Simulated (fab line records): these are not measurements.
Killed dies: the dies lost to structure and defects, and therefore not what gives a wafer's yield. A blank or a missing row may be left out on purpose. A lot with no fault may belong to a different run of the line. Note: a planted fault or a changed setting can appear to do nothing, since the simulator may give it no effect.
The tool behind it: which one? ; flow gf180mcu ; Sampling: 12 lots, 36 wafers, 6 of 602 route steps

== WHAT EACH GAUGE READ, for each wafer ==
GF_NWELL_OVL_MEAS_07. Usual: for NWELL_OVL the level is -0.8 nm and the standard deviation is 1.5.
lot;measured;on;NWELL_OVL (nm);flag
L413;day 3 07:49;overlay-01;-2.4 -1.7 -3.0;
L415;day 3 23:11;overlay-02;1.8 -0.3 -0.7;
L416;day 4 00:24;overlay-01;-1.6 -2.3 -1.0;
L419;day 4 17:29;overlay-01;-2.2 -1.4 -2.1;
L420;day 4 21:59;overlay-02;1.3 0.1 -1.2;
L421;day 5 02:47;overlay-02;-2.0 0.0 -2.4;
L423;day 5 17:50;overlay-01;-0.9 0.8 -0.1;
L426;day 6 06:18;overlay-01;0.4 -1.2 -1.6;
L427;day 6 11:11;overlay-01;-0.6 -0.3 0.5;
L434;day 8 02:23;overlay-02;1.0 0.5 0.7;
L435;day 8 06:29;overlay-02;0.0 -0.2 -0.1;
L436;day 8 11:00;overlay-02;-0.2 -0.2 -1.3;

GF_NWELL_TW_MEAS_11. Usual: for NWELL_TW the level is 1569 and the standard deviation is 9.4.
lot;measured;on;NWELL_TW;flag
L413;day 3 08:16;film metro-03;1564 1558 1560;
L415;day 3 23:38;film metro-04;1568 1573 1565;
L416;day 4 00:50;film metro-03;1574 1566 1565;
L419;day 4 17:56;film metro-04;1564 1565 1561;
L420;day 4 22:25;film metro-04;1558 1549 1548;
L421;day 5 03:20;film metro-03;1558 1573 1559;
L423;day 5 18:16;film metro-02;1575 1574 1579;
L426;day 6 06:44;film metro-04;1556 1567 1570;
L427;day 6 11:38;film metro-02;3276 3293 3295;OFF
L434;day 8 02:50;film metro-04;3247 3248 3255;OFF
L435;day 8 06:56;film metro-03;1565 1566 1569;
L436;day 8 11:26;film metro-04;1564 1564 1555;

GF_VT_IMPLANT_RS_MEAS_47: uses a four-point probe to measure. Usual: for NWELL_RS the level is 487.9 ohm/sq and the standard deviation is 1.6.
lot;measured;on;NWELL_RS (ohm/sq);flag
L413;day 7 14:04;film metro-02;487.6 488.4 489.3;
L415;day 8 09:48;film metro-03;487.4 486.9 488.0;
L416;day 8 10:09;film metro-02;486.7 485.5 486.5;
L419;day 9 06:40;film metro-03;487.5 488.6 488.6;
L420;day 9 14:13;film metro-03;488.9 489.8 490.1;
L421;day 9 17:37;film metro-04;484.6 483.9 485.0;
L423;day 10 12:52;film metro-03;488.9 489.3 489.4;
L426;day 11 05:04;film metro-03;489.4 490.7 488.3;
L427;day 11 11:03;film metro-03;159.5 159.3 159.5;OFF
L434;day 13 09:46;film metro-02;159.3 159.0 159.2;OFF
L435;day 13 17:28;film metro-04;486.1 485.6 485.5;
L436;day 13 21:32;film metro-03;489.6 488.0 489.7;

GF_DUAL_GATE_THK_MEAS_03. Usual: for DUAL_GATE_OXIDATION_00_THK the level is 10.76 nm and the standard deviation is 0.21.
lot;measured;on;DUAL_GATE_OXIDATION_00_THK (nm);flag
L413;day 7 17:44;film metro-01;10.68 10.69 10.68;
L415;day 8 11:46;film metro-01;10.63 10.78 10.66;
L416;day 8 14:35;film metro-04;10.75 10.64 10.74;
L419;day 9 08:51;film metro-04;10.54 10.82 10.68;
L420;day 9 16:13;film metro-04;10.88 10.76 10.67;
L421;day 9 20:49;film metro-02;10.98 11.01 11.10;
L423;day 10 14:52;film metro-01;10.27 10.59 10.51;
L426;day 11 07:04;film metro-04;10.35 10.47 10.47;
L427;day 11 13:04;film metro-01;10.64 10.67 10.68;
L434;day 13 12:14;film metro-04;10.89 10.96 10.73;
L435;day 13 21:07;film metro-04;11.01 10.92 11.33;
L436;day 13 23:56;film metro-01;11.28 11.10 10.99;

== WHICH TOOL RAN EACH LOT (tool, then ch and the chambers of the sampled wafers, then the start) ==
lot;GF_NWELL_IMPLANT_08;GF_VT_IMPLANT_STRIP_20
L413;implanter-04 ch 0, day 3 07:55;plasma asher-02 ch 0,1, day 6 06:45
L415;implanter-04 ch 0, day 3 23:16;plasma asher-03 ch 0,1, day 7 01:44
L416;implanter-04 ch 0, day 4 00:26;plasma asher-04 ch 0,1, day 7 02:34
L419;implanter-04 ch 0, day 4 17:34;plasma asher-03 ch 0,1, day 7 20:54
L420;implanter-04 ch 0, day 4 22:01;plasma asher-02 ch 0,1, day 8 03:46
L421;implanter-03 ch 0, day 5 02:56;plasma asher-03 ch 0,1, day 8 07:44
L423;implanter-02 ch 0, day 5 17:53;plasma asher-03 ch 0, day 9 00:40
L426;implanter-04 ch 0, day 6 06:20;plasma asher-04 ch 0,1, day 9 16:35
L427;implanter-04 ch 0, day 6 11:16;plasma asher-04 ch 0,1, day 9 22:28
L434;implanter-04 ch 0, day 8 02:26;plasma asher-03 ch 0,1, day 11 18:25
L435;implanter-02 ch 0, day 8 06:34;plasma asher-04 ch 0,1, day 12 01:37
L436;implanter-02 ch 0, day 8 11:02;plasma asher-03 ch 0,1, day 12 06:04
- GF_NWELL_IMPLANT_08
- GF_VT_IMPLANT_STRIP_20: strips in O2/N2.

== WHAT THE TOOLS THEMSELVES READ (means of the sampled wafers that have a number; where no wafer has one, the mark that the record gives instead) ==
GF_NWELL_IMPLANT_08. Usual: beam on s 9.97 s, standard deviation 0.19; dose ions cm2 1.5002e+13, standard deviation 1.4e+10; faraday current uA 84.8, standard deviation 1.5.
lot;tool;beam on s (s);dose ions cm2;faraday current uA;flag
L413;implanter-04;9.77;1.5001e+13;86.6;
L415;implanter-04;9.98;1.5015e+13;84.6;
L416;implanter-04;10.01;1.4991e+13;84.4;
L419;implanter-04;9.90;1.5003e+13;85.6;
L420;implanter-04;10.03;1.5009e+13;84.5;
L421;implanter-03;10.04;1.4986e+13;84.0;
L423;implanter-02;9.91;1.5011e+13;85.4;
L426;implanter-04;9.99;1.5016e+13;84.8;
L427;implanter-04;73.03;1.6877e+14;130.5;OFF
L434;implanter-04;71.94;1.6878e+14;131.9;OFF
L435;implanter-02;9.83;1.5007e+13;85.5;
L436;implanter-02;10.01;1.4992e+13;84.6;

GF_VT_IMPLANT_STRIP_20. Usual: drypump motor current A 5.57 A, standard deviation 0.23; heater power w 342 W, standard deviation 13; oes product au 0.716 a.u., standard deviation 0.0044; strip time to endpoint s 12.63 s, standard deviation 0.036.
lot;tool;drypump motor current A (A);heater power w (W);oes product au (a.u.);strip time to endpoint s (s);flag
L413;plasma asher-02;6.02;329;0.715;12.66;
L415;plasma asher-03;5.49;352;0.713;12.67;
L416;plasma asher-04;5.44;335;0.714;12.60;
L419;plasma asher-03;5.49;350;0.718;12.66;
L420;plasma asher-02;5.98;332;0.720;12.65;
L421;plasma asher-03;5.59;341;0.717;12.61;
L423;plasma asher-03;5.39;354;0.719;12.59;
L426;plasma asher-04;5.43;346;0.717;12.68;
L427;plasma asher-04;5.40;345;0.718;12.65;
L434;plasma asher-03;5.58;347;0.719;12.62;
L435;plasma asher-04;5.40;349;0.715;12.65;
L436;plasma asher-03;5.61;337;0.714;12.64;

== THE ANSWER, worked out from the rows above alone ==
Rule: take the mean of a lot's wafers that have a number; if it is more than 3 standard deviations from the usual mean, the lot is off. A lot without any number at a reading at which 4 lots or more have one is off too. All remaining lots with rows at the step are treated as sound. First the gauges in route order, then the tools' own readings, where a lot's mean is used as printed above. The first step at which some lot is off is used, and at that step the reading that is off furthest; a lot without a number counts as furthest.
Off: L427, L434, at GF_NWELL_TW_MEAS_11 (NWELL_TW).
If a tool, at a process step before that reading, ran all the lots that are off and no sound lot after the first of them, it fits. Not tried: the gauges at GF_NWELL_TW_MEAS_11; whatever is off there is also off at GF_NWELL_IMPLANT_08, on other tools, and gauge error can't account for it. One fits: GF_NWELL_IMPLANT_08 on implanter-04. A fault onset in the window from L426 (day 6 06:20, its last sound lot) to L427 (day 6 11:16, its first lot off) fits.
The tool's own readings at GF_NWELL_IMPLANT_08 bear it out: on the lots that are off they differ by more than 5 times the standard deviation of the sound lots' means. beam on s reads 72.48 s there against 9.95 s on the sound lots; dose ions cm2 reads 1.6878e+14 there against 1.5003e+13 on the sound lots; faraday current uA reads 131.2 there against 85.0 on the sound lots.

== WHAT WAS PUT IN BY THE SIMULATOR ==
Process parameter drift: implanter-04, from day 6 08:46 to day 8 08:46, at GF_NWELL_IMPLANT_08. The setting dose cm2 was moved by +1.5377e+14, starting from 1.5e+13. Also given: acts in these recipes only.
Struck lots among those shown: L427, L434. Same finding as the rule above.
